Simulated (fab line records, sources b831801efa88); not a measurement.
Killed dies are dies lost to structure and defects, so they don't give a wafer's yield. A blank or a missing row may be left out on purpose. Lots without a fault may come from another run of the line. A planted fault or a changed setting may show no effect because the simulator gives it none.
Which tool did it? | flow sky130 | 10 lots, 30 wafers sampled, at 4 steps of a route of 708

WHAT THE GAUGES READ, wafer by wafer
SKY_SONOS_ONO_THK_MEAS_03.
lot  | measured     | on            | SONOS_ONO_CVD_02_THK (nm)
L644 | day 11 13:28 | film_metro-04 | 10.56 10.75 10.54
L645 | day 11 17:40 | film_metro-04 | 10.42 10.50 10.54
L646 | day 12 01:37 | film_metro-04 | 10.45 10.56 10.40
L653 | day 14 23:36 | film_metro-01 | 9.67 9.73 9.68
L655 | day 15 11:10 | film_metro-01 | 9.80 9.83 9.75
L663 | day 18 19:16 | film_metro-01 | 10.43 10.48 10.46
L664 | day 19 03:36 | film_metro-01 | 10.54 10.55 10.48
L665 | day 19 07:58 | film_metro-04 | 10.68 10.60 10.53
L666 | day 19 09:00 | film_metro-01 | 10.44 10.56 10.31
L667 | day 19 13:46 | film_metro-04 | 10.29 10.32 10.23

WHICH TOOL RAN EACH LOT (tool, then ch and the chambers of the sampled wafers, then the start)
lot  | SKY_VT_ADJUST_HVTP_STRIP_10          | SKY_VT_ADJUST_HVTR_STRIP_10          | SKY_SONOS_ONO_CVD_02
L644 | plasma_asher-02 ch 0,1, day 6 03:02  | plasma_asher-02 ch 0,1, day 9 11:01  | lpcvd-02 ch 1, day 11 12:24
L645 | plasma_asher-04 ch 0,1, day 6 06:45  | plasma_asher-02 ch 0,1, day 9 13:23  | lpcvd-02 ch 0, day 11 16:35
L646 | plasma_asher-02 ch 0,1, day 6 13:28  | plasma_asher-02 ch 0,1, day 9 23:46  | lpcvd-02 ch 0, day 12 00:34
L653 | plasma_asher-01 ch 1, day 8 15:43    | plasma_asher-03 ch 0,1, day 12 12:58 | lpcvd-02 ch 1, day 14 22:01
L655 | plasma_asher-01 ch 0,1, day 9 03:43  | plasma_asher-02 ch 0,1, day 13 03:13 | lpcvd-02 ch 1, day 15 10:05
L663 | plasma_asher-04 ch 0,1, day 11 17:26 | plasma_asher-03 ch 0,1, day 16 01:38 | lpcvd-02 ch 0, day 18 18:13
L664 | plasma_asher-02 ch 0,1, day 12 00:22 | plasma_asher-01 ch 0, day 16 09:38   | lpcvd-02 ch 1, day 19 02:33
L665 | plasma_asher-02 ch 0,1, day 12 03:17 | plasma_asher-01 ch 0,1, day 16 13:32 | lpcvd-02 ch 1, day 19 06:54
L666 | plasma_asher-01 ch 1, day 12 03:58   | plasma_asher-01 ch 0,1, day 16 18:41 | lpcvd-02 ch 1, day 19 07:57
L667 | plasma_asher-04 ch 0,1, day 12 08:01 | plasma_asher-01 ch 0,1, day 16 18:59 | lpcvd-02 ch 1, day 19 12:43
- SKY_VT_ADJUST_HVTP_STRIP_10: strips in O2/N2.
- SKY_VT_ADJUST_HVTR_STRIP_10: strips in O2/N2.
- SKY_SONOS_ONO_CVD_02: deposits Si3N4 from DCS/NH3, target thk 10.5 nm, time 180 s.

THE ANSWER, worked out from the rows above alone
Rule: what is usual is taken from the lots themselves. Put in order of their means at a reading, lots are off if they are a third of the lots or fewer, leave a main group of 4 or more, and stand apart from it by a gap of 3 or more times the standard deviation of the main group's means; of several such gaps the widest counts. A main group whose means are all the same, to the digits that the tables above print for the reading, isn't used. A lot without any number at a reading at which 4 lots or more have one is off too. The other lots that the step has rows for count as sound.
Off: L653, L655, at SKY_SONOS_ONO_THK_MEAS_03 (SONOS_ONO_CVD_02_THK). The main group: mean 10.48 nm, standard deviation 0.099.
A tool fits if, at a process step before that reading, it ran every lot that is off, and no sound lot after the first of them. The gauges at SKY_SONOS_ONO_THK_MEAS_03 are tried like those tools. None of those tried fits.

WHAT THE SIMULATOR HAD PUT IN
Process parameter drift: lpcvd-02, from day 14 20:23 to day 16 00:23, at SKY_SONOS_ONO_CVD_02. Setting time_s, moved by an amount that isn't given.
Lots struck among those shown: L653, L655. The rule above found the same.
